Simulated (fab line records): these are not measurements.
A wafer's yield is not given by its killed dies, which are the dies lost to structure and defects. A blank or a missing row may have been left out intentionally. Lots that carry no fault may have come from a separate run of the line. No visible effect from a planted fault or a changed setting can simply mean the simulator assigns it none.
Problem report, 8D (eight disciplines) form, completed by code ; flow sky130 ; the parts of the form that need people (team, actions taken, sign-off) are left out

== 1. WHAT WENT WRONG ==
CONTACT_W_RS at SKY_CONTACT_RS_MEAS_25 reads a mean of 0.579 ohm/sq on 2 wafers of 2 lots; wafers without a fault read 0.340 ohm/sq with a standard deviation of 0.0039. That puts it +61 standard deviations away from the usual mean.
The step: measures by four-point-probe.
First seen on wafer L319.6, day 37 22:01, on filmMetro-04. The record has a number at this step for 31 wafers belonging to 11 lots. By rule, "out" or "out of limits" means more than 4 standard deviations away from the usual mean. All remaining wafers that have a number are taken as sound.

== 2. WHAT IT IS; WHAT IT IS NOT ==
question;is;is not
which readings at this step;CONTACT_W_RS;-
which lots;L319, L321;L302, L303, L304, L305, L306, L307, L308, L310, L311
which wafers of those lots;L319.6, L321.6;L319.1, L321.1
read on which gauges;filmMetro-02, filmMetro-04;filmMetro-03
when;from day 37 22:01;"up to then (28 sound wafers); but 1 sound wafer of L321 came after"

== 3. SUSPECTS, AND WHAT RULES EACH OUT ==
Counting: a tool at a process step up to the reading stays a suspect if it ran every lot that is out. Sound lots after the first of them don't rule it out here, since some wafers of a struck lot are sound.
- ruled out: the gauge at SKY_CONTACT_RS_MEAS_25. Those wafers that are out were read across 2 gauges (filmMetro-02, filmMetro-04).
- cvdW-01 at SKY_CONTACT_CVD_24 (deposits W, target thk 340 nm, time 102.12 s): kept. Ran every lot that is out, first one L319 (day 37 21:54); last sound lot up to then L310 (day 35 08:06).
Remaining after the count: cvdW-01 at SKY_CONTACT_CVD_24.

== 4. THE CAUSE (what the simulator had put in) ==
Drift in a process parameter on cvdW-01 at SKY_CONTACT_CVD_24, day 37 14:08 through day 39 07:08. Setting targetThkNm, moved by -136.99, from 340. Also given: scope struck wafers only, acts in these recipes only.
The count eliminated every tool but this one.

== 5. THE EFFECT CHAIN, in route order ==
Each row: a reading whose mean over the struck wafers that have a number lies more than 3 standard deviations from the usual. Only readings for which the record gives a usual standard deviation are gone through. hours: the time from each lot's start at the first step in this table that gives one to its start at this step, as a median over the lots. sigmas: the change in usual standard deviations.
hours;step;reading;usual;on struck wafers;change;sigmas
0;SKY_CONTACT_RS_MEAS_25;CONTACT_W_RS;0.340 ohm/sq;0.579;+0.239;+61
6;SKY_CONTACT_THK_MEAS_26;CONTACT_W_THK;336 nm;198;-138;-30
9;SKY_CONTACT_CMP_27;timeToEndpointS;80 s;50;-30;-8.9
It contains these process steps:
- SKY_CONTACT_CMP_27: polishes, stops on SiO2, t overpolish 15 s, target thk 0 nm.

== 6. WHAT WOULD HAVE CAUGHT IT SOONER ==
In this record the first reading out of limits at a measuring or inspecting step was taken at day 37 22:01, 8 hours after the fault began at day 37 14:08.
Of the tool readings at SKY_CONTACT_CVD_24 for which the record gives a usual standard deviation, none was out on any struck wafer, so an alarm limit of 4 standard deviations on them would not have fired.
Among the 2 lots that are out, L321 began SKY_CONTACT_CVD_24 on cvdW-01 after day 37 22:01. A tool hold placed at that time would have kept it from harm.
